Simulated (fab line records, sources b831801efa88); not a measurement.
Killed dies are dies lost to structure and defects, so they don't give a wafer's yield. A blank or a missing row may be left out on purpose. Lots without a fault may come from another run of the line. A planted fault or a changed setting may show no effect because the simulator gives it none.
A struck lot beside a sound one | flow sky130 | 18 steps out of a route of 708
Sound: wafers L392.1, L392.2, L392.3. Struck: wafer L402.4. (L402.1, L402.3 of the same lot were not struck and are left out.) The cause comes at the end.
At each step with rows: each side's tool, then ch and its chambers, then its first start. Under that, the readings that differ: sound wafers | struck wafers | difference of the means | sigmas: that difference in standard deviations of wafers without a fault.
alike: readings whose means differ by less than 2 such deviations, and words and numbers that are the same on both sides. not compared: withheld readings, readings that some wafer has no value for, bounds like >300 that may hide the same value, and numbers for which the record gives no deviation and whose values overlap.
The two part at a step that has a row with sigmas, a row that says differs or no value, or rows on one side only. Numbers that don't overlap but have no deviation are shown without sigmas and don't part them. A reading that every wafer of one side lacks parts them only if that side has two wafers or more.

first, 3 steps without rows for these wafers: SKY_VIA1_EXPOSE_09 (exposes mask VIM, target cd 150 nm); SKY_VIA1_PEB_10; SKY_VIA1_DEVELOP_11 (develop time 60 s).
SKY_VIA1_CD_MEAS_12: target cd 150 nm.
  sound on cd_sem-01, day 37 11:45; struck on cd_sem-02, day 40 07:06
  alike: cd_nm
SKY_VIA1_OVL_MEAS_13:
  sound on overlay-02, day 37 11:52; struck on overlay-01, day 40 07:13
  alike: VIA1_OVL
SKY_VIA1_ETCH_14: etches BARC in N2/H2, stops on SiO2, time 45.9 s, target depth 60 nm.
  sound on rie_diel-03 ch 0,1,3, day 37 11:54; struck on rie_diel-03 ch 1, day 40 07:15
  alike: bias_w, drypump_motor_current_A, oes_product_au, throttle_valve_pct
  not compared: rf_hours_counter_h
SKY_VIA1_ETCH_15: etches SiO2 in C4F8/O2/Ar, stops on TiN, target depth 351 nm, time 54 s.
  sound on rie_diel-03 ch 0,1,3, day 37 11:56; struck on rie_diel-03 ch 1, day 40 07:17
  reading    | sound          | struck | difference | sigmas
  bias_w (W) | 1200 1197 1200 | 1206   | +7         | +2
  alike: oes_product_au
SKY_VIA1_STRIP_16: strips in O2/N2.
  sound on plasma_asher-03 ch 0,1, day 37 11:59; struck on plasma_asher-03 ch 1, day 40 07:20
  alike: drypump_motor_current_A, oes_product_au, strip_time_to_endpoint_s
  not compared: rf_hours_counter_h
then, 3 steps without rows for these wafers: SKY_VIA1_STRIP_17 (strips in post etch residue remover, time 1200 s); SKY_VIA1_CLEAN_18 (cleans in IPA, time 180 s); SKY_VIA1_CLEAN_19 (cleans in O3/DIW).
SKY_VIA1_SPUTTER_20: material TiN, target thk 20 nm, time 80 s.
  sound on pvd_sputter-01, day 37 12:37; struck on pvd_sputter-02, day 40 08:01
  alike: throttle_valve_pct
SKY_VIA1_CVD_21: deposits W, target thk 270 nm, time 80.902 s.
  sound on cvd_w-02 ch 1, day 37 12:40; struck on cvd_w-02 ch 1, day 40 08:05
  reading                            | sound             | struck | difference | sigmas
  model.W_of_VIA1_CVD_21.thk_nm (nm) | 266.4 266.5 265.8 | 91.92  | -174.31    |
  alike: heater_power_w, susceptor_temp_C
SKY_VIA1_RS_MEAS_22: measures by four-point-probe.
  sound on film_metro-01, day 37 12:52; struck on film_metro-04, day 40 08:10
  reading            | sound             | struck | difference | sigmas
  VIA1_W_RS (ohm/sq) | 0.432 0.432 0.434 | 1.292  | +0.859     | +87
SKY_VIA1_THK_MEAS_23: measures by xrf.
  sound on film_metro-01, day 37 12:59; struck on film_metro-04, day 40 08:17
  reading         | sound       | struck | difference | sigmas
  VIA1_W_THK (nm) | 265 266 266 | 91     | -175       | -25
SKY_VIA1_CMP_24: polishes, stops on SiO2, t overpolish 15 s, target thk 0 nm.
  sound on cmp-01 ch 0,1,3, day 37 13:02; struck on cmp-02 ch 0, day 40 08:24
  reading                | sound    | struck | difference | sigmas
  time_to_endpoint_s (s) | 60 64 65 | 19     | -44        | -11
  alike: motor_current_A
SKY_METAL2_SPUTTER_00: material Ti, target thk 15 nm, time 10 s.
  sound on pvd_sputter-03, day 37 13:20; struck on pvd_sputter-02, day 40 08:39
  alike: throttle_valve_pct
then, 1 step without rows for these wafers: SKY_PAD_OPEN_PROBE_99.

WHERE THEY PART
First at SKY_VIA1_ETCH_15; last, within this record, at SKY_VIA1_CMP_24. Later steps at which nothing parts them and some readings are alike: SKY_METAL2_SPUTTER_00.

WHY: what the simulator had put in
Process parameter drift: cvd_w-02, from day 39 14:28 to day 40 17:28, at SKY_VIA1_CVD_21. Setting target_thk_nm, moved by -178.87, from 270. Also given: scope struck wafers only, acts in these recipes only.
